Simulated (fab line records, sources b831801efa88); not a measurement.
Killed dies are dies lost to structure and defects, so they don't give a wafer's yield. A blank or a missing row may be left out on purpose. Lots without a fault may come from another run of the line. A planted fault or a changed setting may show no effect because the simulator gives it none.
A struck lot beside a sound one | flow gf180mcu | 15 steps out of a route of 602
Sound: wafers L924.1, L924.2, L924.3. Struck: wafers L928.4, L928.5, L928.6. The cause comes at the end.
At each step with rows: each side's tool, then ch and its chambers, then its first start. Under that, the readings that differ: sound wafers | struck wafers | difference of the means | sigmas: that difference in standard deviations of wafers without a fault.
alike: readings whose means differ by less than 2 such deviations, and words and numbers that are the same on both sides. not compared: withheld readings, readings that some wafer has no value for, bounds like >300 that may hide the same value, and numbers for which the record gives no deviation and whose values overlap.
The two part at a step that has a row with sigmas, a row that says differs or no value, or rows on one side only. Numbers that don't overlap but have no deviation are shown without sigmas and don't part them. A reading that every wafer of one side lacks parts them only if that side has two wafers or more.

GF_SAB_CVD_00: deposits SiO2 from TEOS, target thk 50 nm, time 4.9302 s.
  sound on pecvd-03 ch 0,1,2, day 15 07:22; struck on pecvd-02 ch 0,1,2, day 17 17:56
  reading               | sound       | struck | difference                    | sigmas
  since_wet_clean_h (h) | 169 169 169 | - - -  | no value on the struck wafers |
  alike: heater_power_w
GF_SAB_THK_MEAS_01:
  sound on film_metro-02, day 15 07:23; struck on film_metro-02, day 17 17:58
  alike: SAB_CVD_00_THK
then, 7 steps without rows for these wafers: GF_SAB_DEHYDRATE_02 (time 60 s); GF_SAB_HMDS_03 (prime time 60 s); GF_SAB_COAT_04 (resist thk 1000 nm); GF_SAB_SOFTBAKE_05 (time 60 s); GF_SAB_EXPOSE_06 (exposes mask SAB, target cd 420 nm); GF_SAB_PEB_07; GF_SAB_DEVELOP_08 (develop time 60 s).
GF_SAB_CD_MEAS_09: target cd 420 nm.
  sound on cd_sem-02, day 16 04:21; struck on cd_sem-01, day 18 17:37
  alike: cd_nm
GF_SAB_OVL_MEAS_10:
  sound on overlay-02, day 16 04:28; struck on overlay-02, day 18 17:42
  alike: SAB_OVL
GF_SAB_ETCH_11: etches SiO2 in C4F8/O2/Ar, target depth 55 nm, time 8.5 s.
  sound on rie_diel-02 ch 1,2,3, day 16 04:30; struck on rie_diel-03 ch 0,2,3, day 18 17:43
  alike: bias_w, chamber_pressure_mTorr, oes_product_au
  not compared: rf_hours_counter_h
GF_SAB_WET_ETCH_12: etches SiO2 in dHF, target depth 22 nm, time 440 s.
  sound on wet_bench-04 ch 2, day 16 04:31; struck on wet_bench-01 ch 3, day 18 17:44
  no value came back on the struck wafers for bath_heat_duty_pct (%), run_length_s (s), time_s (s); on the sound wafers bath_heat_duty_pct (%) reads 6.6 5.9 5.7
  reading                              | sound           | struck            | difference | sigmas
  model.SiO2_of_STI_CVD_23.thk_nm (nm) | 337.4 339 336.7 | 359.6 358.8 360.1 | +21.8      |
GF_SAB_STRIP_13: strips in O2/N2.
  sound on plasma_asher-04 ch 0,1, day 16 04:39; struck on plasma_asher-02 ch 0,1, day 18 17:55
  reading                     | sound          | struck         | difference | sigmas
  drypump_motor_current_A (A) | 5.87 5.63 5.66 | 5.99 5.98 5.91 | +0.24      | +2
  alike: heater_power_w, oes_product_au, platen_temp_c, strip_time_to_endpoint_s
  not compared: rf_hours_counter_h
-- the record jumps here: 13 days lie between the struck wafers' starts before and after (it left off in module SAB and takes up again in module PASSIVATION, whose first step shown is number 602 of the route) --
GF_PASSIVATION_PROBE_99:
  the record has rows for the struck wafers here (prober-02, day 31 21:12) and none for the sound ones

WHERE THEY PART
First at GF_SAB_CVD_00; last, within this record, at GF_PASSIVATION_PROBE_99.

WHY: what the simulator had put in
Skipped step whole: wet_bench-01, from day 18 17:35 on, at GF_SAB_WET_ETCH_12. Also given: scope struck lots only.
